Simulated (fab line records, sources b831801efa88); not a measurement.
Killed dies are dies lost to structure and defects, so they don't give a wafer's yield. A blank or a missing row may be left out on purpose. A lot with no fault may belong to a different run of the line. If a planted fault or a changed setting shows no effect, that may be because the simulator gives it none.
The tool behind it: which one?    flow sky130    24 lots with 72 wafers sampled at 6 steps, on a route of 708 steps

## WHAT THE GAUGES READ, wafer by wafer
SKY_POLY_CUT_CD_MEAS_08 targets a cd of 270 nm. Usual: cd nm at 269.7 nm, with a standard deviation of 1.2.
lot   measured      on         cd nm (nm)         flag
L074  day 24 00:52  cd sem-02  270.9 271.2 270.6  
L075  day 24 12:28  cd sem-01  270.4 271.1 270.5  
L076  day 25 00:01  cd sem-02  270.7 269.3 270.3  
L077  day 25 07:37  cd sem-01  270.0 270.1 270.0  
L078  day 25 23:01  cd sem-01  269.0 268.0 268.9  
L079  day 26 03:37  cd sem-02  269.1 267.7 268.3  
L080  day 26 05:46  cd sem-01  270.2 269.8 268.9  
L081  day 26 15:34  cd sem-01  273.8 270.9 271.1  
L082  day 26 23:52  cd sem-02  268.6 270.0 270.0  
L083  day 27 08:37  cd sem-02  270.7 270.4 271.7  
L084  day 27 19:20  cd sem-01  268.4 269.4 269.8  
L085  day 28 05:19  cd sem-02  268.5 269.8 270.1  
L086  day 28 14:53  cd sem-01  271.8 271.6 272.2  
L087  day 28 22:13  cd sem-01  270.2 268.3 268.9  
L088  day 29 09:01  cd sem-02  267.5 267.9 267.2  
L089  day 29 17:38  cd sem-01  270.9 270.7 271.4  
L090  day 29 20:16  cd sem-01  268.6 269.2 269.5  
L091  day 30 05:08  cd sem-02  268.3 269.2 269.5  
L092  day 30 12:13  cd sem-01  269.1 268.6 267.7  
L093  day 30 15:52  cd sem-02  268.9 269.9 269.8  
L094  day 30 20:49  cd sem-01  268.3 268.3 268.9  
L095  day 31 06:59  cd sem-01  269.8 269.8 269.6  
L096  day 31 16:22  cd sem-01  269.4 269.7 269.7  
L097  day 32 02:29  cd sem-02  269.2 271.7 269.3  

SKY_METAL2_OVL_MEAS_16. Usual: METAL2_OVL 1 nm, standard deviation 5.9.
lot   measured      on          METAL2_OVL (nm)  flag
L074  day 34 21:17  overlay-01  -2 -3 5          
L075  day 35 08:43  overlay-02  -5 -3 -4         
L076  day 35 18:11  overlay-02  -2 -2 -5         
L077  day 36 00:36  overlay-02  2 3 2            
L078  day 36 14:57  overlay-02  0 1 -2           
L079  day 36 20:11  overlay-02  -2 1 -10         
L080  day 36 22:13  overlay-01  0 -3 -3          
L081  day 37 05:47  overlay-01  3 11 5           
L082  day 37 12:14  overlay-02  6 9 0            
L083  day 37 22:19  overlay-02  0 -5 -7          
L084  day 38 05:46  overlay-01  3 7 3            
L085  day 38 14:43  overlay-02  -2 -3 1          
L086  day 39 02:10  overlay-02  9 13 9           
L087  day 39 10:59  overlay-02  11 15 8          
L088  day 39 14:35  overlay-01  -12 -4 -5        
L089  day 40 00:23  overlay-01  6 5 1            
L090  day 40 02:36  overlay-01  -1 1 -5          
L091  day 40 09:12  overlay-02  -5 -2 1          
L092  day 40 16:11  overlay-01  -5 1 -5          
L093  day 40 18:32  overlay-02  -7 -11 -12       
L094  day 41 00:37  overlay-01  12 8 6           
L095  day 41 09:29  overlay-01  6 1 4            
L096  day 41 16:45  overlay-02  1 8 5            
L097  day 42 00:32  overlay-01  -3 -3 -7         

SKY_CAPM_OVL_MEAS_12. Usual: CAPM_OVL -0.3 nm, standard deviation 1.6.
lot   measured      on          CAPM_OVL (nm)   flag
L074  day 37 05:10  overlay-01  -2.6 -2.3 -1.5  
L075  day 37 18:02  overlay-01  -1.9 -2.0 -3.3  
L076  day 38 01:44  overlay-02  2.3 2.7 1.1     
L077  day 38 07:22  overlay-01  -2.4 -0.9 -2.4  
L078  day 38 21:58  overlay-02  1.4 0.8 0.0     
L079  day 39 02:20  overlay-02  -0.3 0.4 1.7    
L080  day 39 04:29  overlay-02  2.3 1.3 1.3     
L081  day 39 12:04  overlay-01  -1.8 -1.9 -2.0  
L082  day 39 18:52  overlay-01  -1.6 -1.0 -1.4  
L083  day 40 09:04  overlay-01  -1.7 -1.6 -1.3  
L084  day 40 11:28  overlay-01  -0.7 -1.0 -1.5  
L085  day 40 18:43  overlay-01  0.9 -0.1 -0.7   
L086  day 41 05:50  overlay-02  0.4 -2.5 2.0    
L087  day 41 13:58  overlay-01  -2.4 -0.9 -2.4  
L088  day 41 17:53  overlay-01  0.2 -2.6 -2.6   
L089  day 42 03:20  overlay-01  -1.3 -1.3 -1.2  
L090  day 42 05:39  overlay-01  -1.1 -0.2 -1.0  
L091  day 42 12:03  overlay-01  -1.3 -2.1 -1.6  
L092  day 42 17:46  overlay-01  1.9 0.1 -0.5    
L093  day 42 22:04  overlay-02  -0.8 0.2 -0.2   
L094  day 43 03:41  overlay-01  -1.8 -1.0 -1.4  
L095  day 43 12:44  overlay-02  2.6 2.7 3.0     
L096  day 43 18:48  overlay-02  1.4 0.5 0.8     
L097  day 44 02:35  overlay-02  0.9 1.1 1.5     

## EACH LOT AND THE TOOL THAT RAN IT (in order: tool; ch and the chambers of the sampled wafers; start)
lot   SKY_LI_CONTACT_SPUTTER_20     SKY_METAL1_SPUTTER_04         SKY_METAL3_SPUTTER_03
L074  pvd sputter-03, day 28 23:15  pvd sputter-01, day 31 10:17  pvd sputter-02, day 36 02:47
L075  pvd sputter-04, day 29 10:40  pvd sputter-02, day 31 22:13  pvd sputter-01, day 36 15:58
L076  pvd sputter-04, day 29 21:23  pvd sputter-04, day 32 08:51  pvd sputter-01, day 37 00:05
L077  pvd sputter-01, day 30 03:55  pvd sputter-04, day 32 13:56  pvd sputter-04, day 37 06:22
L078  pvd sputter-04, day 30 18:19  pvd sputter-04, day 33 04:37  pvd sputter-02, day 37 20:25
L079  pvd sputter-03, day 30 23:23  pvd sputter-02, day 33 08:49  pvd sputter-04, day 38 01:06
L080  pvd sputter-03, day 31 01:28  pvd sputter-01, day 33 12:07  pvd sputter-04, day 38 03:08
L081  pvd sputter-03, day 31 10:52  pvd sputter-04, day 33 19:07  pvd sputter-02, day 38 10:35
L082  pvd sputter-04, day 31 18:44  pvd sputter-02, day 34 03:42  pvd sputter-02, day 38 17:31
L083  pvd sputter-01, day 32 03:47  pvd sputter-01, day 34 11:29  pvd sputter-04, day 39 08:16
L084  pvd sputter-01, day 32 11:10  pvd sputter-02, day 34 19:18  pvd sputter-04, day 39 10:21
L085  pvd sputter-03, day 32 21:23  pvd sputter-04, day 35 05:46  pvd sputter-02, day 39 18:18
L086  pvd sputter-03, day 33 07:05  pvd sputter-01, day 35 16:06  pvd sputter-01, day 40 06:23
L087  pvd sputter-04, day 33 18:07  pvd sputter-01, day 36 02:27  pvd sputter-01, day 40 14:33
L088  pvd sputter-01, day 33 23:16  pvd sputter-01, day 36 07:20  pvd sputter-01, day 40 18:53
L089  pvd sputter-01, day 34 06:59  pvd sputter-02, day 36 17:02  pvd sputter-04, day 41 03:46
L090  pvd sputter-04, day 34 07:59  pvd sputter-01, day 36 17:43  pvd sputter-02, day 41 05:56
L091  pvd sputter-01, day 34 16:24  pvd sputter-01, day 37 02:11  pvd sputter-04, day 41 12:36
L092  pvd sputter-03, day 35 01:56  pvd sputter-02, day 37 10:24  pvd sputter-01, day 41 17:50
L093  pvd sputter-04, day 35 04:33  pvd sputter-04, day 37 13:34  pvd sputter-01, day 41 22:12
L094  pvd sputter-04, day 35 10:46  pvd sputter-02, day 37 19:32  pvd sputter-01, day 42 04:03
L095  pvd sputter-03, day 35 19:04  pvd sputter-02, day 38 03:45  pvd sputter-04, day 42 12:39
L096  pvd sputter-04, day 36 05:04  pvd sputter-04, day 38 12:25  pvd sputter-01, day 42 19:27
L097  pvd sputter-04, day 36 14:07  pvd sputter-04, day 38 20:33  pvd sputter-02, day 43 03:18
- SKY_LI_CONTACT_SPUTTER_20: material TiN, target thk 20 nm, time 80 s.
- SKY_METAL1_SPUTTER_04: material TiN, target thk 70 nm, time 58.3 s.
- SKY_METAL3_SPUTTER_03: material Ti, target thk 5 nm, time 3.3 s.

## WHAT THE TOOLS THEMSELVES READ (means of the sampled wafers that have a number; where no wafer has one, the mark that the record gives instead)
SKY_LI_CONTACT_SPUTTER_20. Usual: throttle valve pct at 30.1 %, with a standard deviation of 1.
lot   tool            throttle valve pct (%)  flag
L074  pvd sputter-03  29.2                    
L075  pvd sputter-04  31.7                    
L076  pvd sputter-04  30.8                    
L077  pvd sputter-01  30.6                    
L078  pvd sputter-04  30.9                    
L079  pvd sputter-03  28.9                    
L080  pvd sputter-03  29.9                    
L081  pvd sputter-03  29.0                    
L082  pvd sputter-04  31.0                    
L083  pvd sputter-01  30.1                    
L084  pvd sputter-01  30.6                    
L085  pvd sputter-03  29.0                    
L086  pvd sputter-03  28.9                    
L087  pvd sputter-04  31.0                    
L088  pvd sputter-01  30.8                    
L089  pvd sputter-01  29.9                    
L090  pvd sputter-04  30.0                    
L091  pvd sputter-01  31.2                    
L092  pvd sputter-03  29.5                    
L093  pvd sputter-04  31.3                    
L094  pvd sputter-04  30.8                    
L095  pvd sputter-03  29.2                    
L096  pvd sputter-04  30.3                    
L097  pvd sputter-04  30.9                    

SKY_METAL1_SPUTTER_04. Usual: throttle valve pct at 30.4 %, with a standard deviation of 0.95.
lot   tool            throttle valve pct (%)  flag
L074  pvd sputter-01  31.2                    
L075  pvd sputter-02  31.0                    
L076  pvd sputter-04  31.0                    
L077  pvd sputter-04  30.7                    
L078  pvd sputter-04  30.1                    
L079  pvd sputter-02  29.4                    
L080  pvd sputter-01  29.9                    
L081  pvd sputter-04  30.3                    
L082  pvd sputter-02  30.3                    
L083  pvd sputter-01  29.9                    
L084  pvd sputter-02  30.2                    
L085  pvd sputter-04  31.0                    
L086  pvd sputter-01  30.1                    
L087  pvd sputter-01  30.5                    
L088  pvd sputter-01  30.5                    
L089  pvd sputter-02  31.2                    
L090  pvd sputter-01  30.6                    
L091  pvd sputter-01  30.6                    
L092  pvd sputter-02  30.5                    
L093  pvd sputter-04  30.9                    
L094  pvd sputter-02  30.1                    
L095  pvd sputter-02  30.3                    
L096  pvd sputter-04  30.3                    
L097  pvd sputter-04  30.8                    

SKY_METAL3_SPUTTER_03. Usual: throttle valve pct at 30.4 %, with a standard deviation of 0.87.
lot   tool            throttle valve pct (%)  flag
L074  pvd sputter-02  29.5                    
L075  pvd sputter-01  30.5                    
L076  pvd sputter-01  30.6                    
L077  pvd sputter-04  30.1                    
L078  pvd sputter-02  30.3                    
L079  pvd sputter-04  30.9                    
L080  pvd sputter-04  30.6                    
L081  pvd sputter-02  29.5                    
L082  pvd sputter-02  29.4                    
L083  pvd sputter-04  30.6                    
L084  pvd sputter-04  30.6                    
L085  pvd sputter-02  30.4                    
L086  pvd sputter-01  30.0                    
L087  pvd sputter-01  30.1                    
L088  pvd sputter-01  30.1                    
L089  pvd sputter-04  30.7                    
L090  pvd sputter-02  30.2                    
L091  pvd sputter-04  31.0                    
L092  pvd sputter-01  30.7                    
L093  pvd sputter-01  31.1                    
L094  pvd sputter-01  30.7                    
L095  pvd sputter-04  31.0                    
L096  pvd sputter-01  31.2                    
L097  pvd sputter-02  29.5                    

## THE ANSWER, worked out from the rows above alone
Rule: take the mean of a lot's wafers that have a number; if it is more than 3 standard deviations from the usual mean, the lot is off. Also off: a lot with no number at a reading for which 4 or more lots have one. Any other lot the step has rows for is counted as sound. After the gauges, taken in route order, come the tools' own readings; for these a lot's mean is taken, as printed above. At the first step where some lot is off, the reading lying furthest off is the one used; lots without a number count as furthest.
None of the lots is off at any reading shown; this tells nothing.

## WHAT THE SIMULATOR PUT IN
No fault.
